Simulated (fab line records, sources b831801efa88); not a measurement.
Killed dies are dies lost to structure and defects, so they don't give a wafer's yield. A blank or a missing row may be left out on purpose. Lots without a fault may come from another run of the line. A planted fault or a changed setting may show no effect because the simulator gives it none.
Which tool did it? | flow sky130 | 11 lots, 32 wafers sampled, at 2 steps of a route of 708

WHAT THE GAUGES READ, wafer by wafer
SKY_VIA2_THK_MEAS_01.
lot  | measured     | on            | VIA2_HDPCVD_THK (nm)
L530 | day 35 10:23 | film_metro-02 | 1198 1210 1217
L532 | day 36 01:53 | film_metro-02 | 1160 1151 1167
L538 | day 38 05:33 | film_metro-01 | 1178 1186 333
L539 | day 38 13:13 | film_metro-04 | 369 1174
L542 | day 39 12:56 | film_metro-02 | 369 1180 1184
L547 | day 40 18:54 | film_metro-02 | 1203 1179 1189
L548 | day 41 01:50 | film_metro-01 | 1183 1187 1184
L550 | day 42 03:14 | film_metro-04 | 1192 1155 1150
L551 | day 42 11:16 | film_metro-01 | 1162 1182 1181
L552 | day 42 13:26 | film_metro-01 | 1170 1196 1170
L553 | day 42 21:12 | film_metro-01 | 1177 1193 1189

WHICH TOOL RAN EACH LOT (tool, then ch and the chambers of the sampled wafers, then the start)
lot  | SKY_VIA2_HDPCVD_00
L530 | hdpcvd-02 ch 0,2, day 35 10:15
L532 | hdpcvd-01 ch 0,1,2, day 36 01:45
L538 | hdpcvd-01 ch 0,2, day 38 05:25
L539 | hdpcvd-01 ch 0, day 38 13:05
L542 | hdpcvd-01 ch 0,1,2, day 39 12:48
L547 | hdpcvd-02 ch 0,1, day 40 18:47
L548 | hdpcvd-02 ch 1,2, day 41 01:41
L550 | hdpcvd-01 ch 0,2, day 42 03:06
L551 | hdpcvd-01 ch 0,1,2, day 42 11:08
L552 | hdpcvd-01 ch 0,1,2, day 42 13:18
L553 | hdpcvd-01 ch 0,1,2, day 42 21:07
- SKY_VIA2_HDPCVD_00: deposits SiO2, target thk 1180 nm, time 196.7 s.

THE ANSWER, worked out from the rows above alone
Rule: what is usual is taken from the lots themselves. Put in order of their means at a reading, lots are off if they are a third of the lots or fewer, leave a main group of 4 or more, and stand apart from it by a gap of 3 or more times the standard deviation of the main group's means; of several such gaps the widest counts. A main group whose means are all the same, to the digits that the tables above print for the reading, isn't used. A lot without any number at a reading at which 4 lots or more have one is off too. The other lots that the step has rows for count as sound.
Off: L538, L539, L542, at SKY_VIA2_THK_MEAS_01 (VIA2_HDPCVD_THK). The main group: mean 1181 nm, standard deviation 14.
A tool fits if, at a process step before that reading, it ran every lot that is off, and no sound lot after the first of them. The gauges at SKY_VIA2_THK_MEAS_01 are tried like those tools. None of those tried fits.

WHAT THE SIMULATOR HAD PUT IN
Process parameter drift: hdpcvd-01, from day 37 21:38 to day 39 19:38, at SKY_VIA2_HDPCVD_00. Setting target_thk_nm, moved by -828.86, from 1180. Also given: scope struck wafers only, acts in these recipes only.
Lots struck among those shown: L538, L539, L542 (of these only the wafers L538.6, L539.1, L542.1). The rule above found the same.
